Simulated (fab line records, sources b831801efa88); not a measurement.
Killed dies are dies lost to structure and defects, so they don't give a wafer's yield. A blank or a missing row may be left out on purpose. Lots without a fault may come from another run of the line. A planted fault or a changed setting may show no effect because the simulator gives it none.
Which tool did it? | flow sky130 | 13 lots, 39 wafers sampled, at 5 steps of a route of 708

WHAT THE GAUGES READ, wafer by wafer
SKY_VT_ADJUST_LVTN_OVL_MEAS_07.
lot  | measured     | on         | VT_ADJUST_LVTN_OVL (nm)
L987 | day 7 01:32  | overlay-01 | 2.5 2.6 2.0
L989 | day 7 09:36  | overlay-02 | 2.2 2.1 1.4
L988 | day 7 09:57  | overlay-01 | 1.6 1.5 1.0
L990 | day 7 17:22  | overlay-01 | 0.6 0.5 -1.3
L991 | day 8 00:07  | overlay-01 | 0.0 -0.5 -0.7
L992 | day 8 08:15  | overlay-02 | 0.8 0.7 1.2
L994 | day 9 02:05  | overlay-02 | -0.3 1.3 -2.6
L998 | day 10 01:29 | overlay-02 | 0.8 3.7 0.8
L999 | day 10 04:50 | overlay-01 | 1.4 2.6 2.0
L100 | day 10 12:02 | overlay-01 | 1.9 2.4 0.8
L107 | day 12 09:56 | overlay-01 | 1.4 -0.4 0.4
L108 | day 12 18:08 | overlay-02 | -1.2 -1.8 -1.7
L110 | day 13 03:06 | overlay-02 | 2.0 -1.0 0.3

SKY_VT_ADJUST_LVTN_TW_MEAS_21.
lot  | measured     | on            | VT_ADJUST_LVTN_2_TW
L987 | day 7 23:07  | film_metro-02 | 187.8 187.0 188.2
L989 | day 8 07:01  | film_metro-02 | 186.4 187.4 187.8
L988 | day 8 07:33  | film_metro-01 | 188.8 188.1 188.1
L990 | day 8 14:36  | film_metro-02 | 186.2 186.9 186.5
L991 | day 8 21:22  | film_metro-01 | 187.1 187.6 188.7
L992 | day 9 06:02  | film_metro-04 | 188.1 187.8 188.1
L994 | day 10 00:35 | film_metro-01 | 189.6 190.5 188.1
L998 | day 11 01:17 | film_metro-04 | 185.8 186.9 186.1
L999 | day 11 04:38 | film_metro-04 | 187.7 186.8 187.3
L100 | day 11 11:28 | film_metro-01 | 190.6 190.1 188.5
L107 | day 13 11:41 | film_metro-04 | 187.0 189.6 188.3
L108 | day 13 19:13 | film_metro-01 | 190.5 190.6 191.0
L110 | day 14 05:59 | film_metro-01 | 187.1 187.4 188.5

SKY_SONOS_ONO_THK_MEAS_05.
lot  | measured     | on            | SONOS_ONO_CVD_04_THK (nm)
L987 | day 12 00:41 | film_metro-04 | 5.78 5.73 5.67
L989 | day 12 10:33 | film_metro-04 | 5.65 5.72 5.63
L988 | day 12 10:34 | film_metro-03 | 5.62 5.59 5.56
L990 | day 12 16:02 | film_metro-03 | 5.79 5.66 5.68
L991 | day 13 01:01 | film_metro-04 | 5.61 5.73 5.68
L992 | day 13 08:10 | film_metro-01 | 5.54 5.65 5.69
L994 | day 14 07:49 | film_metro-01 | 5.68 5.86 5.97
L998 | day 15 10:09 | film_metro-04 | 6.31 6.34 6.38
L999 | day 15 13:40 | film_metro-01 | 6.40 6.27 6.41
L100 | day 16 02:59 | film_metro-01 | 6.49 6.39 6.42
L107 | day 18 09:10 | film_metro-03 | 5.60 5.69 5.63
L108 | day 18 15:17 | film_metro-03 | 5.71 5.77 5.65
L110 | day 19 08:39 | film_metro-04 | 5.66 5.77 5.66

SKY_SONOS_ONO_OVL_MEAS_14.
lot  | measured     | on         | SONOS_ONO_OVL (nm)
L987 | day 13 01:30 | overlay-02 | 0.3 2.4 1.2
L989 | day 13 11:37 | overlay-02 | 1.9 -0.4 -1.5
L988 | day 13 11:49 | overlay-01 | 1.9 1.1 -1.4
L990 | day 13 17:35 | overlay-02 | 0.5 1.1 1.6
L991 | day 14 02:53 | overlay-01 | -0.9 1.6 0.5
L992 | day 14 08:46 | overlay-01 | -1.6 1.2 1.0
L994 | day 15 10:03 | overlay-02 | 0.6 0.7 0.5
L998 | day 16 13:29 | overlay-01 | 0.2 1.1 1.7
L999 | day 16 17:04 | overlay-02 | -2.0 1.2 0.1
L100 | day 17 07:19 | overlay-02 | 1.3 0.5 2.7
L107 | day 19 16:09 | overlay-01 | 1.2 1.2 1.2
L108 | day 19 22:24 | overlay-01 | 0.0 -1.9 -0.7
L110 | day 20 15:59 | overlay-01 | -0.6 0.6 0.2

WHICH TOOL RAN EACH LOT (tool, then ch and the chambers of the sampled wafers, then the start)
lot  | SKY_SONOS_ONO_CVD_04
L987 | lpcvd-03 ch 0, day 11 23:26
L989 | lpcvd-03 ch 0, day 12 09:17
L988 | lpcvd-03 ch 1, day 12 09:17
L990 | lpcvd-03 ch 1, day 12 14:45
L991 | lpcvd-03 ch 0, day 12 23:44
L992 | lpcvd-03 ch 1, day 13 06:54
L994 | lpcvd-03 ch 0, day 14 06:34
L998 | lpcvd-03 ch 0, day 15 08:53
L999 | lpcvd-03 ch 0, day 15 12:24
L100 | lpcvd-03 ch 0, day 16 01:44
L107 | lpcvd-03 ch 0, day 18 07:55
L108 | lpcvd-03 ch 0, day 18 14:02
L110 | lpcvd-03 ch 0, day 19 07:19
- SKY_SONOS_ONO_CVD_04: deposits SiO2 from SiH4/N2O, target thk 5.7199 nm.

WHAT THE TOOLS THEMSELVES READ (means of the sampled wafers that have a number; where no wafer has one, the mark that the record gives instead)
SKY_SONOS_ONO_CVD_04.
lot  | tool     | pressure_mtorr (mTorr)
L987 | lpcvd-03 | 401.4
L989 | lpcvd-03 | 399.2
L988 | lpcvd-03 | 399.7
L990 | lpcvd-03 | 400.1
L991 | lpcvd-03 | 399.4
L992 | lpcvd-03 | 400.5
L994 | lpcvd-03 | 399.6
L998 | lpcvd-03 | 480.3
L999 | lpcvd-03 | 478.7
L100 | lpcvd-03 | 480.3
L107 | lpcvd-03 | 401.6
L108 | lpcvd-03 | 399.9
L110 | lpcvd-03 | 400.6

THE ANSWER, worked out from the rows above alone
Rule: what is usual is taken from the lots themselves. Put in order of their means at a reading, lots are off if they are a third of the lots or fewer, leave a main group of 4 or more, and stand apart from it by a gap of 3 or more times the standard deviation of the main group's means; of several such gaps the widest counts. A main group whose means are all the same, to the digits that the tables above print for the reading, isn't used. A lot without any number at a reading at which 4 lots or more have one is off too. The other lots that the step has rows for count as sound. The gauges are gone through in route order, then the tools' own readings, and for those a lot's mean is taken as printed above. The first step at which some lot is off is used, and at that step the reading that is off furthest; a lot without a number counts as furthest.
Off: L998, L999, L100, at SKY_SONOS_ONO_THK_MEAS_05 (SONOS_ONO_CVD_04_THK). The main group: mean 5.69 nm, standard deviation 0.064.
A tool fits if, at a process step before that reading, it ran every lot that is off, and no sound lot after the first of them. The gauges at SKY_SONOS_ONO_THK_MEAS_05 aren't tried: what is off there is off at SKY_SONOS_ONO_CVD_04 too, on other tools, and a gauge's error can't cause that. None of those tried fits.

WHAT THE SIMULATOR HAD PUT IN
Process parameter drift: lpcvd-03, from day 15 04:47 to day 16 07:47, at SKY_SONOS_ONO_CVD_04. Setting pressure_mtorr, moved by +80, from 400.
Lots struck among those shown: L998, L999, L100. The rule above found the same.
